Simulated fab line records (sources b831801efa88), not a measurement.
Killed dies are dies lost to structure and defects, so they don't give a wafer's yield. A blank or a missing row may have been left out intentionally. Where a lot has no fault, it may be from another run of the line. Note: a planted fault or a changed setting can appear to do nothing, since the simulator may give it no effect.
Split-lot trial + flow sfq line + 23 wafers read from 5 lots, route of 325 steps

## ABOUT THE SPLIT
At SFQ_TRILAYER_I1_VIA_LITHO_COAT_049 (resist thk 650 nm), the setting resist thk nm was moved away from the recipe's 650 nm on 5 of the 23 wafers read, by -4.4% to -2.2%. All remaining wafers had this setting at the recipe value.

Reading taken at the split's own step.

## THE READING
KrF_of_TRILAYER_I1_VIA_LITHO_COAT_049.thk nm (the simulator's own value, which no gauge read), in nm, at SFQ_TRILAYER_I1_VIA_LITHO_COAT_049 (resist thk 650 nm). There is no usual value for it anywhere in the file. Here, 18 wafers ran the recipe; their average is 650.9 nm with a standard deviation of 0.93 nm.

| wafer  | tool, chamber at the split | resist thk nm as run, nm | against the recipe | KrF_of_TRILAYER_I1_VIA_LITHO_COAT_049.thk nm, nm | against lot-mates on the recipe |
|--------|----------------------------|--------------------------|--------------------|--------------------------------------------------|---------------------------------|
| L074.1 | litho track-02, 0          | 650                      | recipe             | 650.7                                            | -                               |
| L074.2 | litho track-02, 0          | 635.5                    | -2.2%              | 635                                              | -15.3                           |
| L074.4 | litho track-02, 0          | 650                      | recipe             | 649.7                                            | -                               |
| L074.5 | litho track-02, 0          | 650                      | recipe             | 650.5                                            | -                               |
| L074.6 | litho track-02, 0          | 635.5                    | -2.2%              | 635.5                                            | -14.8                           |
| L075.1 | litho track-02, 0          | 650                      | recipe             | 650                                              | -                               |
| L075.3 | litho track-02, 0          | 650                      | recipe             | 650.8                                            | -                               |
| L075.5 | litho track-02, 0          | 650                      | recipe             | 649.8                                            | -                               |
| L077.2 | litho track-01, 0          | 621.6                    | -4.4%              | 622.7                                            | -27.9                           |
| L077.3 | litho track-01, 0          | 621.6                    | -4.4%              | 621.9                                            | -28.8                           |
| L077.4 | litho track-01, 0          | 650                      | recipe             | 651                                              | -                               |
| L077.5 | litho track-01, 0          | 650                      | recipe             | 650.3                                            | -                               |
| L077.6 | litho track-01, 0          | 621.6                    | -4.4%              | 620.8                                            | -29.9                           |
| L078.2 | litho track-02, 0          | 650                      | recipe             | 651.1                                            | -                               |
| L078.6 | litho track-02, 0          | 650                      | recipe             | 651.1                                            | -                               |
| L078.3 | litho track-02, 0          | 650                      | recipe             | 652.9                                            | -                               |
| L078.4 | litho track-02, 0          | 650                      | recipe             | 650.9                                            | -                               |
| L078.5 | litho track-02, 0          | 650                      | recipe             | 653.3                                            | -                               |
| L082.1 | litho track-01, 0          | 650                      | recipe             | 650.4                                            | -                               |
| L082.2 | litho track-01, 0          | 650                      | recipe             | 651.1                                            | -                               |
| L082.3 | litho track-01, 0          | 650                      | recipe             | 651.6                                            | -                               |
| L082.4 | litho track-01, 0          | 650                      | recipe             | 651.5                                            | -                               |
| L082.6 | litho track-01, 0          | 650                      | recipe             | 650.1                                            | -                               |

THE FIT
A straight line over all 23 wafers: KrF_of_TRILAYER_I1_VIA_LITHO_COAT_049.thk nm changes by +6.71 nm for each +1% of resist thk nm; r = +1.00; the points scatter about the line by 0.94 nm.
The same after taking each lot's own level away (the mean of its wafers on the recipe; 23 wafers): +6.62 nm for each +1%; r = +1.00; scatter 0.71 nm.
Per that fit: largest resist thk nm move, reading shift of 29 nm.
Measured against the standard deviation above, the lots' own levels, which go from 650.20 to 651.86 nm, span 1.8 times it.
The two slopes agree, so the slope changes little with the lot-to-lot level.
Check: with one of the wafers moved furthest among these (-4.4%) left out of the fit, the line predicts -29.3 nm for it against its lot-mates. It came out at -27.9 nm against them.

## OTHER SPLITS ON THESE WAFERS
These wafers also went through other splits before the reading. Each is held against what the fit with the lots' levels taken away leaves over:
| other split on the same wafers                 | wafers away from the commonest value | r with KrF_of_TRILAYER_I1_VIA_LITHO_COAT_049.thk nm (lot level and that fit taken away) |
|------------------------------------------------|--------------------------------------|-----------------------------------------------------------------------------------------|
| SFQ_TRILAYER_INCOMING_OXIDATION_002 ox time s  | 15                                   | +0.04                                                                                   |
| SFQ_TRILAYER_L0_LITHO_COAT_010 spin rpm        | 11                                   | -0.13                                                                                   |
| SFQ_TRILAYER_L0_VIA_LITHO_EXPOSE_014 dose mj   | 8                                    | -0.27                                                                                   |
| SFQ_TRILAYER_M0_LITHO_COAT_026 resist thk nm   | 5                                    | +0.00                                                                                   |
| SFQ_TRILAYER_I0_CMP_CMP_028 leave above ref nm | 12                                   | -0.10                                                                                   |
| SFQ_TRILAYER_I0_VIA_LITHO_PEB_034 peb temp c   | 10                                   | +0.21                                                                                   |
| SFQ_TRILAYER_M1_DEP_SPUTTER_037 time s         | 8                                    | -0.07                                                                                   |
| SFQ_TRILAYER_M1_LITHO_COAT_039 spin rpm        | 6                                    | +0.00                                                                                   |

## FILE'S OWN FIT
KrF_of_TRILAYER_I1_VIA_LITHO_COAT_049.thk nm changes by +6.63 nm for each +1% of resist thk nm, r = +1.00.
